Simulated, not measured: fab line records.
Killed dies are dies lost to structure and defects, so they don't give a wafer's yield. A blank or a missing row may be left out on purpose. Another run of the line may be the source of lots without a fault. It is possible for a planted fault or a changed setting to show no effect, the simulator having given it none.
A struck lot beside a sound one / flow sfqLine / 14 out of 325 route steps
Sound: wafers L227.1, L227.3, L227.6. Struck: wafer L237.6 (L237.3, L237.4, from the same lot, were not struck and are left out); the cause is given at the end.
Per side, at each step with rows, come the tool, then ch with its chambers, and then its first start. Under that, the readings that differ: sound wafers / struck wafers / difference of the means / sigmas: that difference in standard deviations of wafers without a fault.
alike: a reading whose means differ by less than 2 such deviations, as well as words and numbers matching on both sides. not compared: withheld readings; readings where some wafer has no value; bounds like >300 that might hide an equal value; numbers whose values overlap and for which the record gives no deviation.
Wherever a step has rows on one side only, a row that says differs or no value, or a row with sigmas, the two part there. Non-overlapping numbers with no deviation appear without sigmas and do not part them. A reading that every wafer of one side lacks parts them only if that side has two wafers or more.

SFQ_TRILAYER_I4_DEP_PECVD_099: deposits SiO2 from SiH4/N2O, time 111.11 s, target thk 500 nm.
  sound on pecvd-03 ch 1,2, day 46 17:17; struck on pecvd-04 ch 0, day 50 05:20
  alike: heaterPowerW, rfFwdPowerW, throttleValvePct
SFQ_TRILAYER_I4_CMP_CMP_100: polishes SiO2.
  sound on cmp-01 ch 2,3, day 46 22:20; struck on cmp-01 ch 2, day 51 09:30
  alike: edgeZonePressureFrac, motorCurrentA, timeToEndpointS
SFQ_I4_BOW_MEAS_927:
  struck on filmMetro-02, day 51 11:02; sound on filmMetro-01, day 47 01:20
  alike: I4_BOW
SFQ_TRILAYER_I4_METRO_MEASURE_101:
  struck on filmMetro-02, day 51 11:31; sound on filmMetro-01, day 47 01:28
  alike: thkNm
then, 6 steps without rows for these wafers: SFQ_TRILAYER_I4_VIA_LITHO_COAT_108 (resist thk 62 nm); SFQ_TRILAYER_I4_VIA_LITHO_COAT_103 (resist thk 650 nm); SFQ_TRILAYER_I4_VIA_LITHO_SOFTBAKE_107; SFQ_TRILAYER_I4_VIA_LITHO_EXPOSE_104 (exposes mask I4, target cd 700 nm); SFQ_TRILAYER_I4_VIA_LITHO_PEB_106 (peb time 60 s); SFQ_TRILAYER_I4_VIA_LITHO_DEVELOP_105 (time 60 s).
-- the record jumps here: 6 days lie between the struck wafers' starts before and after --
SFQ_I4_OVL_MEAS_928:
  struck on overlay-02, day 57 05:13; sound on overlay-01, day 52 22:04
  alike: I4_OVL
SFQ_TRILAYER_I4_VIA_BARC_OPEN_VIA_ETCH_146: etches BARC in O2, target depth 125 nm, time 41.7 s.
  sound on rieDiel-03 ch 0,3, day 52 22:06; struck on rieDiel-02 ch 2, day 57 05:14
  alike: biasW, drypumpMotorCurrentA, oesProductAu, rfFwdPowerW
  not compared: rfHoursCounterH
SFQ_TRILAYER_I4_VIA_ETCH_VIA_ETCH_106: etches SiO2 in CHF3, stops on Nb, target depth 260 nm.
  sound on rieDiel-03 ch 0,3, day 52 22:08; struck on rieDiel-02 ch 2, day 57 05:17
reading=rfFwdPowerW (W); sound=499.2 497.2 496.6; struck=417.7; difference=-80.0; sigmas=-57
  alike: biasW, drypumpMotorCurrentA, oesProductAu
SFQ_TRILAYER_I4_VIA_STRIP_STRIP_107: strips in O2.
  sound on rieMetal-02 ch 0,1, day 52 22:15; struck on rieMetal-03 ch 0, day 57 05:36
reading=oesProductAu (a.u.); sound=0.994 0.984 0.992; struck=1.008; difference=+0.018; sigmas=+2
  alike: drypumpMotorCurrentA
  not compared: rfHoursCounterH

WHERE THEY PART
Earliest at SFQ_TRILAYER_I4_VIA_ETCH_VIA_ETCH_106; latest, in this record, at SFQ_TRILAYER_I4_VIA_STRIP_STRIP_107.

WHY: what the simulator had put in
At SFQ_TRILAYER_I4_VIA_ETCH_VIA_ETCH_106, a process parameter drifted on rieDiel-02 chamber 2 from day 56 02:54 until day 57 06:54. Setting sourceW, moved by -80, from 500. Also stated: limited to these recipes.
